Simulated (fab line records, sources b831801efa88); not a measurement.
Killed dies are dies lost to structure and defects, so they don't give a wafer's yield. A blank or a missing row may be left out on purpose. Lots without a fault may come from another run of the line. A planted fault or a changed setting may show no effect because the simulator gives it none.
fab line records | flow gf180mcu
record lots=7 wafers=21 last_day=34
route steps=602 shown M4@456
lots that met no fault: from a run of the same line without faults
start_h: hours from the record's first day to the start of the lot's first wafer shown | wait_h: hours since the lot's step before | " the same as in the row above | L1.1+2: a row that stands for several wafers | - no value, or no start given | * or withheld: withheld | < > ~ a bound
route shown NAME@n: a module of which the file shows steps, and the number in the route of the first | usual: mean/standard deviation of fault-free wafers | same: alike in all rows | chamber/n: place in a boat | sites: the reading at each site | _std_site: their standard deviation | _edge_site: outer sites' mean less inner sites' | radius_mm: how far each site lies from the wafer's centre | mask NAME#n: copy n | behind: the tool/chamber that last shaped the wafer | hold: why the lot was held/for how many hours/how that ended | device: the transistor (n, p or np) that didn't switch | end of line: the same wafers' tests at the end of the route | a step without rows: its recipe alone | killed: dies lost to structure and defects at the first sort, not the wafer's yield | map: a wafer's dies, x killed, . not, _ none there
set.NAME: the setting as run; set.NAME@STEP: as run at that earlier step | model.NAME: the simulator's own value behind a step, which no gauge read
lots at some steps of the route; a table a step, a row a wafer
services: from which hour (start_h, from the record's first day; less than 0 if before it) a tool's chamber was out of use, for how many hours, and why
## steps
# step GF_M4_SPUTTER_00
# recipe material=Ti target_thk_nm=37.5 arriving_ion_energy_ev=80 substrate_temp_c=200 chamber_pressure_pa=2 power_w=4000 time_s=150
# usual throttle_valve_pct=29.9/1.2
# columns lot.wafer tool chamber start_h wait_h throttle_valve_pct
L647.1 pvd_sputter-01 - 548.78 0.2 28.7
L647.3 " - " " 31.1
L647.6 " - " " 29.8
L654.1 pvd_sputter-04 - 591.47 0.1 30.2
L654.2 " - " " 31.7
L654.6 " - " " 31.7
L655.2 pvd_sputter-04 - 596.59 0.2 31.7
L655.3 " - " " 28.3
L655.4 " - " " 29.7
L656.2 pvd_sputter-04 - 609.36 0.1 31.8
L656.3 " - " " 29.7
L656.5 " - " " 29.5
L660.1 pvd_sputter-04 - 632.48 0.1 31.8
L660.5 " - " " 31.9
L660.6 " - " " 30.3
L665.1 pvd_sputter-02 - 671.97 0.1 29.9
L665.3 " - " " 32.1
L665.6 " - " " 31.9
L667.1 pvd_sputter-02 - 683.93 0.2 32.3
L667.2 " - " " 27.6
L667.5 " - " " 29.5
# step GF_M4_SPUTTER_01
# recipe material=TiN target_thk_nm=30 power_w=6500 time_s=25 chamber_pressure_pa=0.4
# usual throttle_valve_pct=29.9/1.3
# columns lot.wafer tool chamber start_h wait_h throttle_valve_pct
L647.1 pvd_sputter-01 - 548.88 0.1 29.0
L647.3 " - " " 30.8
L647.6 " - " " 30.1
L654.1 pvd_sputter-04 - 591.57 0.1 30.5
L654.2 " - " " 32.0
L654.6 " - " " 31.5
L655.2 pvd_sputter-04 - 596.69 0.1 31.7
L655.3 " - " " 28.2
L655.4 " - " " 29.6
L656.2 pvd_sputter-04 - 609.46 0.1 31.6
L656.3 " - " " 29.7
L656.5 " - " " 29.9
L660.1 pvd_sputter-04 - 632.58 0.1 31.8
L660.5 " - " " 31.8
L660.6 " - " " 30.1
L665.1 pvd_sputter-02 - 672.07 0.1 29.4
L665.3 " - " " 32.2
L665.6 " - " " 31.7
L667.1 pvd_sputter-02 - 684.03 0.1 32.1
L667.2 " - " " 27.6
L667.5 " - " " 29.6
# step GF_M4_SPUTTER_02
# recipe material=AlCu target_thk_nm=450 power_w=10600 time_s=23.9 chamber_pressure_pa=0.4
# usual throttle_valve_pct=29.9/1.2
# columns lot.wafer tool chamber start_h wait_h throttle_valve_pct
L647.1 pvd_sputter-01 - 548.91 0.0 28.8
L647.3 " - " " 30.9
L647.6 " - " " 29.9
L654.1 pvd_sputter-04 - 591.61 0.0 30.4
L654.2 " - " " 31.5
L654.6 " - " " 31.9
L655.2 pvd_sputter-04 - 596.72 0.0 31.7
L655.3 " - " " 28.2
L655.4 " - " " 29.8
L656.2 pvd_sputter-04 - 609.49 0.0 31.8
L656.3 " - " " 29.9
L656.5 " - " " 29.6
L660.1 pvd_sputter-04 - 632.61 0.0 31.8
L660.5 " - " " 32.1
L660.6 " - " " 30.4
L665.1 pvd_sputter-02 - 672.10 0.0 29.7
L665.3 " - " " 32.3
L665.6 " - " " 32.0
L667.1 pvd_sputter-02 - 684.06 0.0 32.0
L667.2 " - " " 28.0
L667.5 " - " " 29.7
# step GF_M4_SPUTTER_03
# recipe material=Ti target_thk_nm=10 substrate_temp_c=300 chamber_pressure_pa=0.3 power_w=3000 time_s=6.7
# usual throttle_valve_pct=29.9/1.2
# columns lot.wafer tool chamber start_h wait_h throttle_valve_pct
L647.1 pvd_sputter-01 - 548.94 0.0 28.7
L647.3 " - " " 30.9
L647.6 " - " " 30.0
L654.1 pvd_sputter-04 - 591.64 0.0 30.2
L654.2 " - " " 31.6
L654.6 " - " " 31.7
L655.2 pvd_sputter-04 - 596.75 0.0 31.9
L655.3 " - " " 28.4
L655.4 " - " " 29.9
L656.2 pvd_sputter-04 - 609.52 0.0 32.0
L656.3 " - " " 29.8
L656.5 " - " " 29.9
L660.1 pvd_sputter-04 - 632.64 0.0 31.7
L660.5 " - " " 31.7
L660.6 " - " " 30.3
L665.1 pvd_sputter-02 - 672.13 0.0 29.8
L665.3 " - " " 32.1
L665.6 " - " " 32.0
L667.1 pvd_sputter-02 - 684.09 0.0 32.2
L667.2 " - " " 27.6
L667.5 " - " " 29.6
# step GF_M4_SPUTTER_04
# recipe material=TiN target_thk_nm=50 power_w=6500 time_s=41.7 chamber_pressure_pa=0.4
# usual throttle_valve_pct=29.9/1.3
# columns lot.wafer tool chamber start_h wait_h throttle_valve_pct
L647.1 pvd_sputter-01 - 548.96 0.0 28.9
L647.3 " - " " 31.3
L647.6 " - " " 30.2
L654.1 pvd_sputter-04 - 591.66 0.0 30.2
L654.2 " - " " 31.6
L654.6 " - " " 31.9
L655.2 pvd_sputter-04 - 596.77 0.0 31.6
L655.3 " - " " 28.2
L655.4 " - " " 29.7
L656.2 pvd_sputter-04 - 609.54 0.0 31.7
L656.3 " - " " 29.6
L656.5 " - " " 30.0
L660.1 pvd_sputter-04 - 632.66 0.0 31.8
L660.5 " - " " 31.4
L660.6 " - " " 30.3
L665.1 pvd_sputter-02 - 672.15 0.0 29.5
L665.3 " - " " 31.9
L665.6 " - " " 32.0
L667.1 pvd_sputter-02 - 684.11 0.0 32.1
L667.2 " - " " 27.6
L667.5 " - " " 29.5
# step GF_M4_RS_MEAS_05
# recipe thk_meas_gauge=four-point-probe reads=TiN_of_M4_SPUTTER_04+Ti_of_M4_SPUTTER_03+AlCu_of_M4_SPUTTER_02+TiN_of_M4_SPUTTER_01+Ti_of_M4_SPUTTER_00
# usual M4_ALCU_RS=0.0699/0.00077
# columns lot.wafer tool chamber start_h wait_h M4_ALCU_RS[ohm/sq]
L647.1 film_metro-02 - 549.00 0.0 0.0707
L647.3 " - " " 0.0701
L647.6 " - " " 0.0704
L654.1 film_metro-04 - 591.70 0.0 0.0692
L654.2 " - " " 0.0711
L654.6 " - " " 0.0707
L655.2 film_metro-02 - 596.83 0.0 0.0707
L655.3 " - " " 0.0690
L655.4 " - " " 0.0709
L656.2 film_metro-03 - 609.60 0.0 0.0700
L656.3 " - " " 0.0700
L656.5 " - " " 0.0700
L660.1 film_metro-02 - 632.70 0.0 0.0704
L660.5 " - " " 0.0703
L660.6 " - " " 0.0695
L665.1 film_metro-03 - 672.19 0.0 0.0716
L665.3 " - " " 0.0712
L665.6 " - " " 0.0714
L667.1 film_metro-03 - 684.15 0.0 0.0697
L667.2 " - " " 0.0698
L667.5 " - " " 0.0693
# step GF_M4_THK_MEAS_06
# recipe thk_meas_gauge=xrf reads=AlCu_of_M4_SPUTTER_02
# usual M4_ALCU_THK=442/5.6
# columns lot.wafer tool chamber start_h wait_h M4_ALCU_THK[nm]
L647.1 film_metro-02 - 549.12 0.1 439
L647.3 " - " " 446
L647.6 " - " " 445
L654.1 film_metro-04 - 591.82 0.1 446
L654.2 " - " " 433
L654.6 " - " " 437
L655.2 film_metro-02 - 596.94 0.1 442
L655.3 " - " " 451
L655.4 " - " " 440
L656.2 film_metro-03 - 609.71 0.1 439
L656.3 " - " " 440
L656.5 " - " " 441
L660.1 film_metro-02 - 632.82 0.1 442
L660.5 " - " " 443
L660.6 " - " " 447
L665.1 film_metro-03 - 672.31 0.1 433
L665.3 " - " " 432
L665.6 " - " " 429
L667.1 film_metro-03 - 684.27 0.1 444
L667.2 " - " " 441
L667.5 " - " " 446
# step GF_M4_DEHYDRATE_07
# recipe temp_c=200 time_s=60
# step GF_M4_HMDS_08
# recipe prime_time_s=60 prime_temp_c=120
# step GF_M4_COAT_09
# recipe resist=KrF spin_rpm=withheld resist_thk_nm=1000
# step GF_M4_SOFTBAKE_10
# recipe temp_c=130 time_s=60 resist=KrF
# step GF_M4_EXPOSE_11
# recipe mask_id=Metal4 target_cd_nm=280 na=0.68 source_shape=conventional sigma_outer=0.6 dose_mj=28
# step GF_M4_PEB_12
# recipe peb_temp_c=135 peb_time_s=90 resist=KrF
# usual chill_plate_temp_C=23.02/0.11 exhaust_pa=45.0/0.83
# columns lot.wafer tool chamber start_h wait_h chill_plate_temp_C exhaust_pa
L647.1 litho_track-01 0 570.52 - 23.01 44.9
L647.3 " 0 " " 22.96 46.3
L647.6 " 0 " " 23.07 45.9
L654.1 litho_track-01 - 612.22 - - -
L654.2 " - " " - -
L654.6 " - " " - -
L655.2 litho_track-01 - 616.60 - - -
L655.3 " - " " - -
L655.4 " - " " - -
L656.2 litho_track-04 - 630.24 - - -
L656.3 " - " " - -
L656.5 " - " " - -
L660.1 litho_track-04 0 651.90 - 23.26 45.7
L660.5 " 0 " " 23.00 45.6
L660.6 " 0 " " 23.06 45.8
L665.1 litho_track-04 0 691.10 - 22.97 46.2
L665.3 " 0 " " 22.91 45.6
L665.6 " 0 " " 23.02 44.4
L667.1 litho_track-04 0 703.00 - 22.91 45.9
L667.2 " 0 " " 22.92 45.3
L667.5 " 0 " " 22.89 44.0
# step GF_M4_DEVELOP_13
# recipe develop_time_s=60 dev_temp_c=21
## services
# columns tool chamber start_h hours kind
pvd_sputter-02 - 538.50 0.5 repair
pvd_sputter-02 - 577.26 9.2 repair
pvd_sputter-01 - 589.15 3.4 repair
pvd_sputter-01 - 650.97 0.6 repair
## key
first_sign step=GF_M4_PEB_12 reading=tool_record direction=missing
effect none on later readings
met_at GF_M4_PEB_12
struck_wafers L654.1,L654.2,L654.6,L655.2,L655.3,L655.4,L656.2,L656.3,L656.5
later_rows_left_out L654.1,L654.2,L654.6,L655.2,L655.3,L655.4,L656.2,L656.3,L656.5
sort_left_out L654.1,L654.2,L654.6,L655.2,L655.3,L655.4,L656.2,L656.3,L656.5
onset_between 570.52 612.22
fault kind=skipped_step_whole tool=litho_track-01,litho_track-04 chamber=- onset_h=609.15 steps=GF_M4_PEB_12 scope=struck_lots_only
# sort_left_out: the simulated sort isn't trusted on such a fault, so these wafers' sort isn't shown, and their yield isn't known
# later_rows_left_out: the simulator's readings of these wafers behind a module that went badly wrong aren't trusted and aren't shown, but for the sort
